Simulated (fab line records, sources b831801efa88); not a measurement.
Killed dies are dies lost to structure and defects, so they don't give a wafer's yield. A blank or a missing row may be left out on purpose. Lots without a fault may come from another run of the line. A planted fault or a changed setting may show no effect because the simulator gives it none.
A struck lot beside a sound one | flow gf180mcu | 43 steps out of a route of 602
Sound: wafers L958.1, L958.3, L958.4. Struck: wafers L972.1, L972.3, L972.6. The cause comes at the end.
At each step with rows: each side's tool, then ch and its chambers, then its first start. Under that, the readings that differ: sound wafers | struck wafers | difference of the means | sigmas: that difference in standard deviations of wafers without a fault.
alike: readings whose means differ by less than 2 such deviations, and words and numbers that are the same on both sides. not compared: withheld readings, readings that some wafer has no value for, bounds like >300 that may hide the same value, and numbers for which the record gives no deviation and whose values overlap.
The two part at a step that has a row with sigmas, a row that says differs or no value, or rows on one side only. Numbers that don't overlap but have no deviation are shown without sigmas and don't part them. A reading that every wafer of one side lacks parts them only if that side has two wafers or more.

first, 2 steps without rows for these wafers: GF_V5_STRIP_19 (strips in post etch residue remover, time 1200 s); GF_V5_CLEAN_20 (cleans in DIW).
GF_V5_SPUTTER_21: material Ti, target thk 15 nm, time 80.02 s.
  sound on pvd_sputter-03, day 29 12:58; struck on pvd_sputter-02, day 33 06:14
  alike: throttle_valve_pct
then, 2 steps without rows for these wafers: GF_V5_SPUTTER_22 (material TiN, target thk 10 nm, time 40 s); GF_V5_CVD_23 (deposits W, target thk 350 nm, time 104.9 s).
GF_V5_RS_MEAS_24: measures by four-point-probe.
  sound on film_metro-02, day 29 13:10; struck on film_metro-04, day 33 06:27
  alike: V5_W_RS
GF_V5_THK_MEAS_25: measures by xrf.
  sound on film_metro-02, day 29 13:17; struck on film_metro-04, day 33 06:34
  alike: V5_W_THK
GF_V5_CMP_26: polishes, stops on SiO2, t overpolish 15 s, target thk 0 nm.
  sound on cmp-01 ch 0,1,2, day 29 13:21; struck on cmp-01 ch 1,2, day 33 06:38
  alike: motor_current_A, overpolish_run_s, platen_rpm, time_to_endpoint_s
then, 1 step without rows for these wafers: GF_TOP_METAL_SPUTTER_00 (material Ti, target thk 37.5 nm, time 143.7 s).
GF_TOP_METAL_SPUTTER_01: material TiN, target thk 30 nm, time 25 s.
  sound on pvd_sputter-01, day 29 13:45; struck on pvd_sputter-01, day 33 07:02
  alike: throttle_valve_pct
then, 2 steps without rows for these wafers: GF_TOP_METAL_SPUTTER_02 (material AlCu, target thk 900 nm, time 47.82 s); GF_TOP_METAL_SPUTTER_03 (material Ti, target thk 5 nm, time 3.3 s).
GF_TOP_METAL_SPUTTER_04: material TiN, target thk 25 nm, time 20.8 s.
  sound on pvd_sputter-01, day 29 13:50; struck on pvd_sputter-01, day 33 07:07
  alike: throttle_valve_pct
GF_TOP_METAL_RS_MEAS_05: measures by four-point-probe.
  sound on film_metro-04, day 29 13:52; struck on film_metro-03, day 33 07:09
  alike: TOP_METAL_ALCU_RS
GF_TOP_METAL_THK_MEAS_06: measures by xrf.
  sound on film_metro-04, day 29 13:59; struck on film_metro-03, day 33 07:16
  alike: TOP_METAL_ALCU_THK
then, 7 steps without rows for these wafers: GF_TOP_METAL_DEHYDRATE_07 (time 60 s); GF_TOP_METAL_HMDS_08 (prime time 60 s); GF_TOP_METAL_COAT_09 (resist thk 1500 nm); GF_TOP_METAL_SOFTBAKE_10 (time 60 s); GF_TOP_METAL_EXPOSE_11 (exposes mask MetalTop, target cd 440 nm); GF_TOP_METAL_PEB_12; GF_TOP_METAL_DEVELOP_13 (develop time 60 s).
GF_TOP_METAL_CD_MEAS_14: target cd 440 nm.
  sound on cd_sem-01, day 30 08:03; struck on cd_sem-01, day 33 22:20
  alike: cd_nm
GF_TOP_METAL_OVL_MEAS_15:
  sound on overlay-01, day 30 08:10; struck on overlay-01, day 33 22:27
  alike: TOP_METAL_OVL
then, 4 steps without rows for these wafers: GF_TOP_METAL_METAL_ETCH_16 (etches the open film in Cl2/BCl3, stops on SiO2, target depth 1197 nm, time 204.9 s); GF_TOP_METAL_STRIP_17 (strips in O2/N2); GF_TOP_METAL_STRIP_18 (strips in post etch residue remover, time 1200 s); GF_TOP_METAL_CLEAN_19 (cleans in DIW).
GF_PASSIVATION_CVD_00: deposits SiO2 from TEOS, target thk 1000 nm, time 111.95 s.
  sound on pecvd-03 ch 0,1, day 30 08:56; struck on pecvd-01 ch 0,1, day 33 23:14
  alike: heater_power_w
GF_PASSIVATION_THK_MEAS_01:
  sound on film_metro-03, day 30 09:01; struck on film_metro-03, day 33 23:19
  alike: PASSIVATION_CVD_00_THK
GF_PASSIVATION_CVD_02: deposits Si3N4, target thk 700 nm, time 486.18 s.
  sound on pecvd-04 ch 0,1, day 30 09:04; struck on pecvd-04 ch 1,2, day 33 23:23
  alike: heater_power_w
GF_PASSIVATION_THK_MEAS_03:
  sound on film_metro-03, day 30 09:22; struck on film_metro-03, day 33 23:49
  alike: PASSIVATION_CVD_02_THK
then, 10 steps without rows for these wafers: GF_PASSIVATION_DEHYDRATE_04 (time 60 s); GF_PASSIVATION_HMDS_05 (prime time 60 s); GF_PASSIVATION_COAT_06 (resist thk 4000 nm); GF_PASSIVATION_SOFTBAKE_07; GF_PASSIVATION_EXPOSE_08 (exposes mask Pad, target cd 40000 nm); GF_PASSIVATION_PEB_09; GF_PASSIVATION_DEVELOP_10 (develop time 60 s); GF_PASSIVATION_ETCH_11 (etches the open film in CF4/O2, stops on TiN, target depth 2040 nm, time 453.3 s); GF_PASSIVATION_STRIP_12 (strips in O2/N2); GF_PASSIVATION_ANNEAL_13 (time 1800 s).
GF_PASSIVATION_PROBE_99:
  the record has rows for the struck wafers here (prober-02, day 34 16:26) and none for the sound ones

WHERE THEY PART
Only at GF_PASSIVATION_PROBE_99, within this record.

WHY: what the simulator had put in
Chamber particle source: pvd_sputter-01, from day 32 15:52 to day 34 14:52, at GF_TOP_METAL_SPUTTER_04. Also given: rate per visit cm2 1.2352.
